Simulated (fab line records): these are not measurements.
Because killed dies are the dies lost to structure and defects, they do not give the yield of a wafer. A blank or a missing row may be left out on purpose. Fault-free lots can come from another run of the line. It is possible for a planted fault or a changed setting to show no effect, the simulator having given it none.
Which tool did it? || flow sky130 || 36 wafers from 12 lots sampled at 4 of the route's 708 steps

WHAT EACH GAUGE READ, for each wafer
SKY_PASSIVATION_THK_MEAS_03.
{"lot": "L649", "measured": "day 45 10:22", "on": "film_metro-02", "PASSIVATION_CVD_02_THK (nm)": "531 541 534"}
{"lot": "L651", "measured": "day 45 10:04", "on": "film_metro-03", "PASSIVATION_CVD_02_THK (nm)": "545 541 538"}
{"lot": "L650", "measured": "day 45 10:42", "on": "film_metro-03", "PASSIVATION_CVD_02_THK (nm)": "533 528 539"}
{"lot": "L653", "measured": "day 45 14:08", "on": "film_metro-04", "PASSIVATION_CVD_02_THK (nm)": "532 540 536"}
{"lot": "L655", "measured": "day 46 00:56", "on": "film_metro-04", "PASSIVATION_CVD_02_THK (nm)": "530 540 536"}
{"lot": "L656", "measured": "day 46 05:03", "on": "film_metro-02", "PASSIVATION_CVD_02_THK (nm)": "527 527 536"}
{"lot": "L657", "measured": "day 46 15:54", "on": "film_metro-02", "PASSIVATION_CVD_02_THK (nm)": "541 550 552"}
{"lot": "L665", "measured": "day 48 10:23", "on": "film_metro-04", "PASSIVATION_CVD_02_THK (nm)": "530 540 541"}
{"lot": "L666", "measured": "day 48 16:22", "on": "film_metro-02", "PASSIVATION_CVD_02_THK (nm)": "529 536 540"}
{"lot": "L671", "measured": "day 49 13:28", "on": "film_metro-04", "PASSIVATION_CVD_02_THK (nm)": "540 538 548"}

TOOL THAT RAN EACH LOT (tool first, then ch and the chambers of the sampled wafers, then the start)
{"lot": "L649", "SKY_CAPM_CVD_00": "pecvd-03 ch 0,2, day 37 16:32", "SKY_VIA3_SPUTTER_20": "pvd_sputter-03, day 40 21:40", "SKY_VIA4_SPUTTER_17": "pvd_sputter-04, day 44 10:04"}
{"lot": "L651", "SKY_CAPM_CVD_00": "pecvd-02 ch 0,1, day 37 17:54", "SKY_VIA3_SPUTTER_20": "pvd_sputter-01, day 41 00:12", "SKY_VIA4_SPUTTER_17": "pvd_sputter-02, day 44 09:43"}
{"lot": "L650", "SKY_CAPM_CVD_00": "pecvd-04 ch 1,2, day 37 21:02", "SKY_VIA3_SPUTTER_20": "pvd_sputter-03, day 41 03:32", "SKY_VIA4_SPUTTER_17": "pvd_sputter-03, day 44 10:22"}
{"lot": "L653", "SKY_CAPM_CVD_00": "pecvd-02 ch 0,1,2, day 38 08:31", "SKY_VIA3_SPUTTER_20": "pvd_sputter-04, day 41 12:46", "SKY_VIA4_SPUTTER_17": "pvd_sputter-03, day 44 13:41"}
{"lot": "L655", "SKY_CAPM_CVD_00": "pecvd-04 ch 0,1, day 38 20:21", "SKY_VIA3_SPUTTER_20": "pvd_sputter-03, day 42 00:46", "SKY_VIA4_SPUTTER_17": "pvd_sputter-02, day 45 01:16"}
{"lot": "L656", "SKY_CAPM_CVD_00": "pecvd-03 ch 0,1, day 39 01:00", "SKY_VIA3_SPUTTER_20": "pvd_sputter-03, day 42 04:20", "SKY_VIA4_SPUTTER_17": "pvd_sputter-04, day 45 05:14"}
{"lot": "L657", "SKY_CAPM_CVD_00": "pecvd-03 ch 0,1,2, day 39 16:31", "SKY_VIA3_SPUTTER_20": "pvd_sputter-04, day 42 20:13", "SKY_VIA4_SPUTTER_17": "pvd_sputter-03, day 45 19:11"}
{"lot": "L659", "SKY_CAPM_CVD_00": "pecvd-02 ch 0,1, day 40 06:19", "SKY_VIA3_SPUTTER_20": "pvd_sputter-04, day 43 08:58", "SKY_VIA4_SPUTTER_17": "pvd_sputter-04, day 46 07:53"}
{"lot": "L661", "SKY_CAPM_CVD_00": "pecvd-03 ch 0,2, day 40 07:55", "SKY_VIA3_SPUTTER_20": "pvd_sputter-03, day 43 11:05", "SKY_VIA4_SPUTTER_17": "pvd_sputter-02, day 46 08:29"}
{"lot": "L665", "SKY_CAPM_CVD_00": "pecvd-03 ch 0,2, day 41 17:16", "SKY_VIA3_SPUTTER_20": "pvd_sputter-01, day 44 17:02", "SKY_VIA4_SPUTTER_17": "pvd_sputter-02, day 47 12:47"}
{"lot": "L666", "SKY_CAPM_CVD_00": "pecvd-02 ch 0,1,2, day 42 04:12", "SKY_VIA3_SPUTTER_20": "pvd_sputter-03, day 45 04:48", "SKY_VIA4_SPUTTER_17": "pvd_sputter-02, day 47 19:29"}
{"lot": "L671", "SKY_CAPM_CVD_00": "pecvd-02 ch 0, day 43 05:44", "SKY_VIA3_SPUTTER_20": "pvd_sputter-04, day 46 03:41", "SKY_VIA4_SPUTTER_17": "pvd_sputter-02, day 48 20:10"}
- SKY_CAPM_CVD_00: deposits SiO2, target thk 15.5 nm.
- SKY_VIA3_SPUTTER_20: material TiN, target thk 20 nm, time 80 s.
- SKY_VIA4_SPUTTER_17: material TiN, target thk 20 nm, time 80 s.

AS READ BY THE TOOLS THEMSELVES (means over the sampled wafers that have a number; for cases with no such wafer, the mark the record gives instead)
SKY_CAPM_CVD_00.
{"lot": "L649", "tool": "pecvd-03", "heater_power_w (W)": 718}
{"lot": "L651", "tool": "pecvd-02", "heater_power_w (W)": 694}
{"lot": "L650", "tool": "pecvd-04", "heater_power_w (W)": 735}
{"lot": "L653", "tool": "pecvd-02", "heater_power_w (W)": 657}
{"lot": "L655", "tool": "pecvd-04", "heater_power_w (W)": 696}
{"lot": "L656", "tool": "pecvd-03", "heater_power_w (W)": 744}
{"lot": "L657", "tool": "pecvd-03", "heater_power_w (W)": 732}
{"lot": "L659", "tool": "pecvd-02", "heater_power_w (W)": 712}
{"lot": "L661", "tool": "pecvd-03", "heater_power_w (W)": 665}
{"lot": "L665", "tool": "pecvd-03", "heater_power_w (W)": 626}
{"lot": "L666", "tool": "pecvd-02", "heater_power_w (W)": 675}
{"lot": "L671", "tool": "pecvd-02", "heater_power_w (W)": 769}

SKY_VIA3_SPUTTER_20.
{"lot": "L649", "tool": "pvd_sputter-03", "cathode_dc_power_W (W)": 3999.7, "chamber_pressure_pa (Pa)": 5.003, "throttle_valve_pct (%)": 30.0}
{"lot": "L651", "tool": "pvd_sputter-01", "cathode_dc_power_W (W)": 4000.0, "chamber_pressure_pa (Pa)": 4.995, "throttle_valve_pct (%)": 29.6}
{"lot": "L650", "tool": "pvd_sputter-03", "cathode_dc_power_W (W)": 3999.5, "chamber_pressure_pa (Pa)": 5.004, "throttle_valve_pct (%)": 29.2}
{"lot": "L653", "tool": "pvd_sputter-04", "cathode_dc_power_W (W)": 3999.5, "chamber_pressure_pa (Pa)": 5.000, "throttle_valve_pct (%)": 30.8}
{"lot": "L655", "tool": "pvd_sputter-03", "cathode_dc_power_W (W)": 3999.7, "chamber_pressure_pa (Pa)": 5.009, "throttle_valve_pct (%)": 30.1}
{"lot": "L656", "tool": "pvd_sputter-03", "cathode_dc_power_W (W)": 3999.9, "chamber_pressure_pa (Pa)": 5.001, "throttle_valve_pct (%)": 29.2}
{"lot": "L657", "tool": "pvd_sputter-04", "cathode_dc_power_W (W)": 4000.4, "chamber_pressure_pa (Pa)": 5.005, "throttle_valve_pct (%)": 30.8}
{"lot": "L659", "tool": "pvd_sputter-04", "cathode_dc_power_W (W)": 4000.1, "chamber_pressure_pa (Pa)": 4.999, "throttle_valve_pct (%)": 30.8}
{"lot": "L661", "tool": "pvd_sputter-03", "cathode_dc_power_W (W)": 4000.3, "chamber_pressure_pa (Pa)": 4.997, "throttle_valve_pct (%)": 29.0}
{"lot": "L665", "tool": "pvd_sputter-01", "cathode_dc_power_W (W)": 4000.5, "chamber_pressure_pa (Pa)": 5.003, "throttle_valve_pct (%)": 30.4}
{"lot": "L666", "tool": "pvd_sputter-03", "cathode_dc_power_W (W)": 4000.7, "chamber_pressure_pa (Pa)": 5.005, "throttle_valve_pct (%)": 29.0}
{"lot": "L671", "tool": "pvd_sputter-04", "cathode_dc_power_W (W)": 4000.0, "chamber_pressure_pa (Pa)": 4.994, "throttle_valve_pct (%)": 30.9}

SKY_VIA4_SPUTTER_17.
{"lot": "L649", "tool": "pvd_sputter-04", "cathode_dc_power_W (W)": 4000.1, "chamber_pressure_pa (Pa)": 5.003, "throttle_valve_pct (%)": 30.5}
{"lot": "L651", "tool": "pvd_sputter-02", "cathode_dc_power_W (W)": 4000.7, "chamber_pressure_pa (Pa)": 5.007, "throttle_valve_pct (%)": 29.9}
{"lot": "L650", "tool": "pvd_sputter-03", "cathode_dc_power_W (W)": 4000.0, "chamber_pressure_pa (Pa)": 5.002, "throttle_valve_pct (%)": 29.3}
{"lot": "L653", "tool": "pvd_sputter-03", "cathode_dc_power_W (W)": 4000.1, "chamber_pressure_pa (Pa)": 5.000, "throttle_valve_pct (%)": 29.9}
{"lot": "L655", "tool": "pvd_sputter-02", "cathode_dc_power_W (W)": 4000.2, "chamber_pressure_pa (Pa)": 4.993, "throttle_valve_pct (%)": 29.9}
{"lot": "L656", "tool": "pvd_sputter-04", "cathode_dc_power_W (W)": 3999.6, "chamber_pressure_pa (Pa)": 4.999, "throttle_valve_pct (%)": 30.8}
{"lot": "L657", "tool": "pvd_sputter-03", "cathode_dc_power_W (W)": 4001.6, "chamber_pressure_pa (Pa)": 5.001, "throttle_valve_pct (%)": 29.3}
{"lot": "L659", "tool": "pvd_sputter-04", "cathode_dc_power_W (W)": "-", "chamber_pressure_pa (Pa)": "-", "throttle_valve_pct (%)": "-"}
{"lot": "L661", "tool": "pvd_sputter-02", "cathode_dc_power_W (W)": "-", "chamber_pressure_pa (Pa)": "-", "throttle_valve_pct (%)": "-"}
{"lot": "L665", "tool": "pvd_sputter-02", "cathode_dc_power_W (W)": 3999.4, "chamber_pressure_pa (Pa)": 4.997, "throttle_valve_pct (%)": 29.9}
{"lot": "L666", "tool": "pvd_sputter-02", "cathode_dc_power_W (W)": 3998.6, "chamber_pressure_pa (Pa)": 5.004, "throttle_valve_pct (%)": 29.9}
{"lot": "L671", "tool": "pvd_sputter-02", "cathode_dc_power_W (W)": 3999.3, "chamber_pressure_pa (Pa)": 4.996, "throttle_valve_pct (%)": 29.8}

THE ANSWER, worked out from the rows above alone
Rule: what is usual is taken from the lots themselves. The widest of any qualifying gaps counts: lots, ordered by their means at a reading, are off when they make up no more than a third of the lots, leave a main group of 4 or more, and stand apart from it by 3 or more times the standard deviation of that group's means. If all means in a main group match to the digits the tables above print for the reading, that group is not used. A lot without any number at a reading at which 4 lots or more have one is off too. Where the step has rows for the other lots, those lots are counted as sound. After the gauges, taken in route order, come the tools' own readings; for these a lot's mean is taken, as printed above. At the first step where some lot is off, the reading lying furthest off is the one used; lots without a number count as furthest.
Off, at SKY_VIA4_SPUTTER_17 on cathode_dc_power_W: L659, L661. Without a number there: L659, L661. Mean 4000.0 W and standard deviation 0.78 in the main group.
If a tool, at that step or one of the process steps before it, ran each lot that is off and ran no sound lot following the first of them, it fits. Of those tried, none fits.

WHAT HAD BEEN PUT IN BY THE SIMULATOR
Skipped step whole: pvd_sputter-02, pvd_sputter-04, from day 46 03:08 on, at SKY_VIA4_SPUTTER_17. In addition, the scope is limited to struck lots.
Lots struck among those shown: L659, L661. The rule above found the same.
